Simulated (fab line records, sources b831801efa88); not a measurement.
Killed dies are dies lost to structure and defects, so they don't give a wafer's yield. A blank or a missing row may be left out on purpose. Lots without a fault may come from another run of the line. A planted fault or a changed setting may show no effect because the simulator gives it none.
Problem report in the 8D (eight disciplines) form, filled by code | flow sky130 | the parts of the form that need people (team, actions taken, sign-off) are left out

1. THE PROBLEM
oes_product_au at SKY_LOCAL_INTERCONNECT_METAL_ETCH_14 reads a mean of 0.761 a.u. on 3 wafers of 2 lots; wafers without a fault read 0.944 a.u. with a standard deviation of 0.0077. That is -24 standard deviations from the usual mean.
The step: etches TiN in Cl2/BCl3, stops on PSG, target depth 110 nm, time 31.4 s.
First seen on wafer L280.6, day 36 21:26, on rie_metal-03. The record holds 42 wafers of 14 lots with a number at this step. Rule for "out", or "out of limits": more than 4 standard deviations from the usual mean. The other wafers with a number count as sound.

2. WHAT IT IS AND WHAT IT IS NOT
question                    | is                                 | is not
which readings at this step | oes_product_au, throttle_valve_pct | drypump_motor_current_A
which lots                  | L280, L281                         | L263, L265, L267, L269, L270, L271, L272, L274, L283, L284, L285, L286
which wafers of those lots  | L280.6, L281.4, L281.6             | L280.2, L280.3, L281.5
read on which tools         | rie_metal-03                       | rie_metal-02, rie_metal-04
when                        | from day 36 21:26                  | up to then (26 sound wafers); but 13 sound wafers of L281, L283, L284, L285, L286 came after

3. SUSPECTS, AND WHAT RULES EACH OUT
Counting: a tool at a process step up to the reading stays a suspect if it ran every lot that is out. Sound lots after the first of them don't rule it out here, since some wafers of a struck lot are sound.
- rie_metal-03 at SKY_LOCAL_INTERCONNECT_METAL_ETCH_14 (etches TiN in Cl2/BCl3, stops on PSG, target depth 110 nm, time 31.4 s): kept. It ran every lot that is out, first L280 (day 36 21:26); its last sound lot up to then is L274 (day 35 08:59). Its own readings are out on those wafers: oes_product_au, throttle_valve_pct.
- Within rie_metal-03 at SKY_LOCAL_INTERCONNECT_METAL_ETCH_14: the wafers that are out ran in chamber 1; their sound lot-mates ran in chamber 0.
Left after counting: rie_metal-03 at SKY_LOCAL_INTERCONNECT_METAL_ETCH_14.

4. THE CAUSE (what the simulator had put in)
Process parameter drift: rie_metal-03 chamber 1, from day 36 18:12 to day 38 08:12, at SKY_LOCAL_INTERCONNECT_METAL_ETCH_14. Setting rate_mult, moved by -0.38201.
Counting left only this tool.

5. THE CHAIN OF EFFECTS, in route order
Each row: a reading whose mean over the struck wafers that have a number lies more than 3 standard deviations from the usual. Only readings for which the record gives a usual standard deviation are gone through. hours: the time from each lot's start at the first step in this table that gives one to its start at this step, as a median over the lots. sigmas: the change in usual standard deviations.
hours | step                                 | reading                  | usual      | on struck wafers | change | sigmas
0     | SKY_LOCAL_INTERCONNECT_METAL_ETCH_14 | oes_product_au           | 0.944 a.u. | 0.761            | -0.183 | -24
0     | SKY_LOCAL_INTERCONNECT_METAL_ETCH_14 | throttle_valve_pct       | 21.899 %   | 22.024           | +0.125 | +13
0     | SKY_LOCAL_INTERCONNECT_STRIP_15      | strip_time_to_endpoint_s | 4.732 s    | 4.911            | +0.179 | +9.4
The process steps in it:
- SKY_LOCAL_INTERCONNECT_METAL_ETCH_14: etches TiN in Cl2/BCl3, stops on PSG, target depth 110 nm, time 31.4 s.
- SKY_LOCAL_INTERCONNECT_STRIP_15: strips in O2/N2.

6. WHAT WOULD HAVE CAUGHT IT SOONER
In this record the first reading out of limits was taken at day 36 21:26, 3 hours after the fault began at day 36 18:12.
